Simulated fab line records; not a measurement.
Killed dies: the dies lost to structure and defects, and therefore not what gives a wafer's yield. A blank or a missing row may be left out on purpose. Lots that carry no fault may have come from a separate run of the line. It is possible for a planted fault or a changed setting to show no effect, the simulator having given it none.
Which of the tools did it? || flow sky130 || 11 lots with 33 wafers sampled at 6 steps, on a route of 708 steps

## WHAT EACH GAUGE READ, for each wafer
SKY_SONOS_ONO_THK_MEAS_03. Usual: SONOS_ONO_CVD_02_THK 10.41 nm, standard deviation 0.14.
{"lot": "L170", "measured": "day 11 06:22", "on": "film-metro-01", "SONOS_ONO_CVD_02_THK (nm)": "10.33 10.45 10.54", "flag": ""}
{"lot": "L172", "measured": "day 12 01:50", "on": "film-metro-03", "SONOS_ONO_CVD_02_THK (nm)": "10.56 10.39 10.55", "flag": ""}
{"lot": "L174", "measured": "day 12 18:54", "on": "film-metro-03", "SONOS_ONO_CVD_02_THK (nm)": "10.09 10.32 10.29", "flag": ""}
{"lot": "L175", "measured": "day 13 04:28", "on": "film-metro-01", "SONOS_ONO_CVD_02_THK (nm)": "10.26 10.22 10.25", "flag": ""}
{"lot": "L176", "measured": "day 13 19:14", "on": "film-metro-02", "SONOS_ONO_CVD_02_THK (nm)": "10.30 10.34 10.30", "flag": ""}
{"lot": "L177", "measured": "day 13 22:14", "on": "film-metro-03", "SONOS_ONO_CVD_02_THK (nm)": "10.18 10.27 10.19", "flag": ""}
{"lot": "L178", "measured": "day 14 03:29", "on": "film-metro-02", "SONOS_ONO_CVD_02_THK (nm)": "10.32 10.21 10.34", "flag": ""}
{"lot": "L182", "measured": "day 16 00:14", "on": "film-metro-01", "SONOS_ONO_CVD_02_THK (nm)": "10.44 10.53 10.51", "flag": ""}
{"lot": "L184", "measured": "day 16 06:20", "on": "film-metro-03", "SONOS_ONO_CVD_02_THK (nm)": "10.54 10.60 10.58", "flag": ""}
{"lot": "L186", "measured": "day 16 21:58", "on": "film-metro-01", "SONOS_ONO_CVD_02_THK (nm)": "10.39 10.39 10.44", "flag": ""}
{"lot": "L188", "measured": "day 17 20:32", "on": "film-metro-03", "SONOS_ONO_CVD_02_THK (nm)": "10.71 10.67 10.69", "flag": ""}

SKY_LDD_HVP_OVL_MEAS_07. Usual: LDD_HVP_OVL 0.2 nm, standard deviation 1.4.
{"lot": "L170", "measured": "day 21 02:43", "on": "overlay-01", "LDD_HVP_OVL (nm)": "1.8 0.4 -0.4", "flag": ""}
{"lot": "L172", "measured": "day 22 10:37", "on": "overlay-01", "LDD_HVP_OVL (nm)": "-0.6 0.1 1.4", "flag": ""}
{"lot": "L174", "measured": "day 23 01:11", "on": "overlay-02", "LDD_HVP_OVL (nm)": "1.3 1.5 4.2", "flag": ""}
{"lot": "L175", "measured": "day 23 14:43", "on": "overlay-02", "LDD_HVP_OVL (nm)": "-0.6 -1.1 -1.0", "flag": ""}
{"lot": "L176", "measured": "day 24 06:35", "on": "overlay-02", "LDD_HVP_OVL (nm)": "-2.2 -2.3 0.1", "flag": ""}
{"lot": "L177", "measured": "day 24 11:10", "on": "overlay-02", "LDD_HVP_OVL (nm)": "-0.5 0.7 0.8", "flag": ""}
{"lot": "L178", "measured": "day 24 13:13", "on": "overlay-02", "LDD_HVP_OVL (nm)": "-1.0 -0.6 0.8", "flag": ""}
{"lot": "L182", "measured": "day 26 12:11", "on": "overlay-02", "LDD_HVP_OVL (nm)": "1.0 0.5 0.2", "flag": ""}
{"lot": "L184", "measured": "day 26 14:05", "on": "overlay-01", "LDD_HVP_OVL (nm)": "1.5 2.4 0.4", "flag": ""}
{"lot": "L186", "measured": "day 27 06:34", "on": "overlay-02", "LDD_HVP_OVL (nm)": "- - -", "flag": "OFF"}
{"lot": "L188", "measured": "day 28 04:13", "on": "overlay-02", "LDD_HVP_OVL (nm)": "-2.5 -2.3 -2.3", "flag": ""}

SKY_LDD_HVP_TW_MEAS_10. Usual: LDD_HVP_TW 452, standard deviation 3.4.
{"lot": "L170", "measured": "day 21 03:01", "on": "film-metro-03", "LDD_HVP_TW": "450 449 451", "flag": ""}
{"lot": "L172", "measured": "day 22 10:55", "on": "film-metro-04", "LDD_HVP_TW": "449 450 449", "flag": ""}
{"lot": "L174", "measured": "day 23 01:29", "on": "film-metro-04", "LDD_HVP_TW": "449 448 451", "flag": ""}
{"lot": "L175", "measured": "day 23 15:01", "on": "film-metro-04", "LDD_HVP_TW": "447 450 453", "flag": ""}
{"lot": "L176", "measured": "day 24 06:53", "on": "film-metro-02", "LDD_HVP_TW": "457 456 455", "flag": ""}
{"lot": "L177", "measured": "day 24 11:28", "on": "film-metro-02", "LDD_HVP_TW": "454 457 454", "flag": ""}
{"lot": "L178", "measured": "day 24 13:31", "on": "film-metro-04", "LDD_HVP_TW": "445 447 445", "flag": ""}
{"lot": "L182", "measured": "day 26 12:29", "on": "film-metro-03", "LDD_HVP_TW": "452 455 453", "flag": ""}
{"lot": "L184", "measured": "day 26 14:22", "on": "film-metro-03", "LDD_HVP_TW": "455 454 454", "flag": ""}
{"lot": "L186", "measured": "day 27 06:52", "on": "film-metro-02", "LDD_HVP_TW": "30 30 30 30 30 30", "flag": "OFF"}
{"lot": "L188", "measured": "day 28 04:31", "on": "film-metro-03", "LDD_HVP_TW": "452 452 450", "flag": ""}

## EACH LOT AND THE TOOL THAT RAN IT (in order: tool; ch and the chambers of the sampled wafers; start)
{"lot": "L170", "SKY_SONOS_ONO_STRIP_17": "plasma-asher-02 ch 0,1, day 12 08:16", "SKY_GATE_OXIDE_STRIP_13": "plasma-asher-03 ch 0,1, day 13 11:25", "SKY_LDD_HVP_EXPOSE_04": "iline-stepper-02 ch 0, day 20 11:13"}
{"lot": "L172", "SKY_SONOS_ONO_STRIP_17": "plasma-asher-04 ch 0,1, day 13 04:08", "SKY_GATE_OXIDE_STRIP_13": "plasma-asher-02 ch 0,1, day 14 08:43", "SKY_LDD_HVP_EXPOSE_04": "iline-stepper-02 ch 0, day 21 19:34"}
{"lot": "L174", "SKY_SONOS_ONO_STRIP_17": "plasma-asher-02 ch 0,1, day 13 22:17", "SKY_GATE_OXIDE_STRIP_13": "plasma-asher-01 ch 0,1, day 15 03:34", "SKY_LDD_HVP_EXPOSE_04": "iline-stepper-01 ch 0, day 22 09:11"}
{"lot": "L175", "SKY_SONOS_ONO_STRIP_17": "plasma-asher-04 ch 0,1, day 14 08:17", "SKY_GATE_OXIDE_STRIP_13": "plasma-asher-01 ch 0,1, day 15 14:32", "SKY_LDD_HVP_EXPOSE_04": "iline-stepper-01 ch 0, day 23 00:32"}
{"lot": "L176", "SKY_SONOS_ONO_STRIP_17": "plasma-asher-01 ch 0,1, day 14 23:15", "SKY_GATE_OXIDE_STRIP_13": "plasma-asher-03 ch 0,1, day 16 05:37", "SKY_LDD_HVP_EXPOSE_04": "iline-stepper-02 ch 0, day 23 16:09"}
{"lot": "L177", "SKY_SONOS_ONO_STRIP_17": "plasma-asher-04 ch 0,1, day 15 04:03", "SKY_GATE_OXIDE_STRIP_13": "plasma-asher-02 ch 0, day 16 11:08", "SKY_LDD_HVP_EXPOSE_04": "iline-stepper-01 ch 0, day 23 21:09"}
{"lot": "L178", "SKY_SONOS_ONO_STRIP_17": "plasma-asher-01 ch 0,1, day 15 08:36", "SKY_GATE_OXIDE_STRIP_13": "plasma-asher-02 ch 0,1, day 16 15:22", "SKY_LDD_HVP_EXPOSE_04": "iline-stepper-01 ch 0, day 23 23:47"}
{"lot": "L182", "SKY_SONOS_ONO_STRIP_17": "plasma-asher-02 ch 0,1, day 17 07:33", "SKY_GATE_OXIDE_STRIP_13": "plasma-asher-03 ch 0,1, day 18 17:17", "SKY_LDD_HVP_EXPOSE_04": "iline-stepper-01 ch 0, day 25 22:16"}
{"lot": "L184", "SKY_SONOS_ONO_STRIP_17": "plasma-asher-02 ch 0,1, day 17 12:17", "SKY_GATE_OXIDE_STRIP_13": "plasma-asher-03 ch 0,1, day 18 19:55", "SKY_LDD_HVP_EXPOSE_04": "iline-stepper-01 ch 0, day 26 00:02"}
{"lot": "L186", "SKY_SONOS_ONO_STRIP_17": "plasma-asher-01 ch 0,1, day 18 03:59", "SKY_GATE_OXIDE_STRIP_13": "plasma-asher-01 ch 0,1, day 19 11:31", "SKY_LDD_HVP_EXPOSE_04": "iline-stepper-01 ch 0, day 26 17:46"}
{"lot": "L188", "SKY_SONOS_ONO_STRIP_17": "plasma-asher-01 ch 0,1, day 19 04:09", "SKY_GATE_OXIDE_STRIP_13": "plasma-asher-02 ch 1, day 20 13:49", "SKY_LDD_HVP_EXPOSE_04": "iline-stepper-02 ch 0, day 27 15:26"}
- SKY_SONOS_ONO_STRIP_17: strips in O2/N2.
- SKY_GATE_OXIDE_STRIP_13: strips in O2/N2.
- SKY_LDD_HVP_EXPOSE_04: exposes mask HVPTM, target cd 700 nm.

## AS READ BY THE TOOLS THEMSELVES (means over the sampled wafers that have a number; for cases with no such wafer, the mark the record gives instead)
SKY_SONOS_ONO_STRIP_17. Usual: drypump-motor-current-A 5.9 A, standard deviation 0.6; oes-product-au 0.709 a.u., standard deviation 0.0048; strip-time-to-endpoint-s 14.10 s, standard deviation 0.042.
{"lot": "L170", "tool": "plasma-asher-02", "drypump-motor-current-A (A)": 6.2, "oes-product-au (a.u.)": 0.711, "strip-time-to-endpoint-s (s)": 14.13, "flag": ""}
{"lot": "L172", "tool": "plasma-asher-04", "drypump-motor-current-A (A)": 5.8, "oes-product-au (a.u.)": 0.705, "strip-time-to-endpoint-s (s)": 14.09, "flag": ""}
{"lot": "L174", "tool": "plasma-asher-02", "drypump-motor-current-A (A)": 6.2, "oes-product-au (a.u.)": 0.713, "strip-time-to-endpoint-s (s)": 14.08, "flag": ""}
{"lot": "L175", "tool": "plasma-asher-04", "drypump-motor-current-A (A)": 5.8, "oes-product-au (a.u.)": 0.711, "strip-time-to-endpoint-s (s)": 14.07, "flag": ""}
{"lot": "L176", "tool": "plasma-asher-01", "drypump-motor-current-A (A)": 5.3, "oes-product-au (a.u.)": 0.707, "strip-time-to-endpoint-s (s)": 14.09, "flag": ""}
{"lot": "L177", "tool": "plasma-asher-04", "drypump-motor-current-A (A)": 6.3, "oes-product-au (a.u.)": 0.706, "strip-time-to-endpoint-s (s)": 14.16, "flag": ""}
{"lot": "L178", "tool": "plasma-asher-01", "drypump-motor-current-A (A)": 5.4, "oes-product-au (a.u.)": 0.716, "strip-time-to-endpoint-s (s)": 14.10, "flag": ""}
{"lot": "L182", "tool": "plasma-asher-02", "drypump-motor-current-A (A)": 6.0, "oes-product-au (a.u.)": 0.715, "strip-time-to-endpoint-s (s)": 14.07, "flag": ""}
{"lot": "L184", "tool": "plasma-asher-02", "drypump-motor-current-A (A)": 6.2, "oes-product-au (a.u.)": 0.706, "strip-time-to-endpoint-s (s)": 14.03, "flag": ""}
{"lot": "L186", "tool": "plasma-asher-01", "drypump-motor-current-A (A)": 5.4, "oes-product-au (a.u.)": 0.711, "strip-time-to-endpoint-s (s)": 14.12, "flag": ""}
{"lot": "L188", "tool": "plasma-asher-01", "drypump-motor-current-A (A)": 5.4, "oes-product-au (a.u.)": 0.711, "strip-time-to-endpoint-s (s)": 14.00, "flag": ""}

SKY_GATE_OXIDE_STRIP_13. Usual: drypump-motor-current-A 5.7 A, standard deviation 0.37; oes-product-au 0.716 a.u., standard deviation 0.0044; strip-time-to-endpoint-s 14.18 s, standard deviation 0.046.
{"lot": "L170", "tool": "plasma-asher-03", "drypump-motor-current-A (A)": 5.6, "oes-product-au (a.u.)": 0.716, "strip-time-to-endpoint-s (s)": 14.15, "flag": ""}
{"lot": "L172", "tool": "plasma-asher-02", "drypump-motor-current-A (A)": 6.0, "oes-product-au (a.u.)": 0.716, "strip-time-to-endpoint-s (s)": 14.13, "flag": ""}
{"lot": "L174", "tool": "plasma-asher-01", "drypump-motor-current-A (A)": 5.3, "oes-product-au (a.u.)": 0.713, "strip-time-to-endpoint-s (s)": 14.14, "flag": ""}
{"lot": "L175", "tool": "plasma-asher-01", "drypump-motor-current-A (A)": 5.3, "oes-product-au (a.u.)": 0.711, "strip-time-to-endpoint-s (s)": 14.17, "flag": ""}
{"lot": "L176", "tool": "plasma-asher-03", "drypump-motor-current-A (A)": 5.5, "oes-product-au (a.u.)": 0.717, "strip-time-to-endpoint-s (s)": 14.15, "flag": ""}
{"lot": "L177", "tool": "plasma-asher-02", "drypump-motor-current-A (A)": 6.2, "oes-product-au (a.u.)": 0.717, "strip-time-to-endpoint-s (s)": 14.20, "flag": ""}
{"lot": "L178", "tool": "plasma-asher-02", "drypump-motor-current-A (A)": 6.2, "oes-product-au (a.u.)": 0.710, "strip-time-to-endpoint-s (s)": 14.16, "flag": ""}
{"lot": "L182", "tool": "plasma-asher-03", "drypump-motor-current-A (A)": 5.7, "oes-product-au (a.u.)": 0.718, "strip-time-to-endpoint-s (s)": 14.20, "flag": ""}
{"lot": "L184", "tool": "plasma-asher-03", "drypump-motor-current-A (A)": 5.5, "oes-product-au (a.u.)": 0.712, "strip-time-to-endpoint-s (s)": 14.22, "flag": ""}
{"lot": "L186", "tool": "plasma-asher-01", "drypump-motor-current-A (A)": 5.4, "oes-product-au (a.u.)": 0.718, "strip-time-to-endpoint-s (s)": 14.20, "flag": ""}
{"lot": "L188", "tool": "plasma-asher-02", "drypump-motor-current-A (A)": 5.9, "oes-product-au (a.u.)": 0.717, "strip-time-to-endpoint-s (s)": 14.19, "flag": ""}

SKY_LDD_HVP_EXPOSE_04. Usual: stage-vel-mm-s 500.00 mm/s, standard deviation 0.25.
{"lot": "L170", "tool": "iline-stepper-02", "stage-vel-mm-s (mm/s)": 500.04, "flag": ""}
{"lot": "L172", "tool": "iline-stepper-02", "stage-vel-mm-s (mm/s)": 499.77, "flag": ""}
{"lot": "L174", "tool": "iline-stepper-01", "stage-vel-mm-s (mm/s)": 500.09, "flag": ""}
{"lot": "L175", "tool": "iline-stepper-01", "stage-vel-mm-s (mm/s)": 500.11, "flag": ""}
{"lot": "L176", "tool": "iline-stepper-02", "stage-vel-mm-s (mm/s)": 499.99, "flag": ""}
{"lot": "L177", "tool": "iline-stepper-01", "stage-vel-mm-s (mm/s)": 499.97, "flag": ""}
{"lot": "L178", "tool": "iline-stepper-01", "stage-vel-mm-s (mm/s)": 500.16, "flag": ""}
{"lot": "L182", "tool": "iline-stepper-01", "stage-vel-mm-s (mm/s)": 500.17, "flag": ""}
{"lot": "L184", "tool": "iline-stepper-01", "stage-vel-mm-s (mm/s)": 499.79, "flag": ""}
{"lot": "L186", "tool": "iline-stepper-01", "stage-vel-mm-s (mm/s)": 500.22, "flag": ""}
{"lot": "L188", "tool": "iline-stepper-02", "stage-vel-mm-s (mm/s)": 499.78, "flag": ""}

## THE ANSWER, worked out from the rows above alone
Rule: a lot is off if the mean of its wafers that have a number lies more than 3 standard deviations from the usual mean. Also off: a lot with no number at a reading for which 4 or more lots have one. All remaining lots with rows at the step are treated as sound. Order of review: gauges by route order, followed by the tools' own readings, for which a lot's mean as printed above is used. At the first step where some lot is off, the reading lying furthest off is the one used; lots without a number count as furthest.
Off: at SKY_LDD_HVP_OVL_MEAS_07 (LDD_HVP_OVL), L186. Without a number there: L186.
If a tool, at a process step before that reading, ran all the lots that are off and no sound lot after the first of them, it fits. Not tried: the gauges at SKY_LDD_HVP_OVL_MEAS_07; whatever is off there is also off at SKY_LDD_HVP_TW_MEAS_10, on other tools, and gauge error can't account for it. 2 tools fit, plasma-asher-01 at SKY_GATE_OXIDE_STRIP_13 and iline-stepper-01 at SKY_LDD_HVP_EXPOSE_04, so this cannot tell which one it is.

## WHAT THE SIMULATOR HAD PUT IN
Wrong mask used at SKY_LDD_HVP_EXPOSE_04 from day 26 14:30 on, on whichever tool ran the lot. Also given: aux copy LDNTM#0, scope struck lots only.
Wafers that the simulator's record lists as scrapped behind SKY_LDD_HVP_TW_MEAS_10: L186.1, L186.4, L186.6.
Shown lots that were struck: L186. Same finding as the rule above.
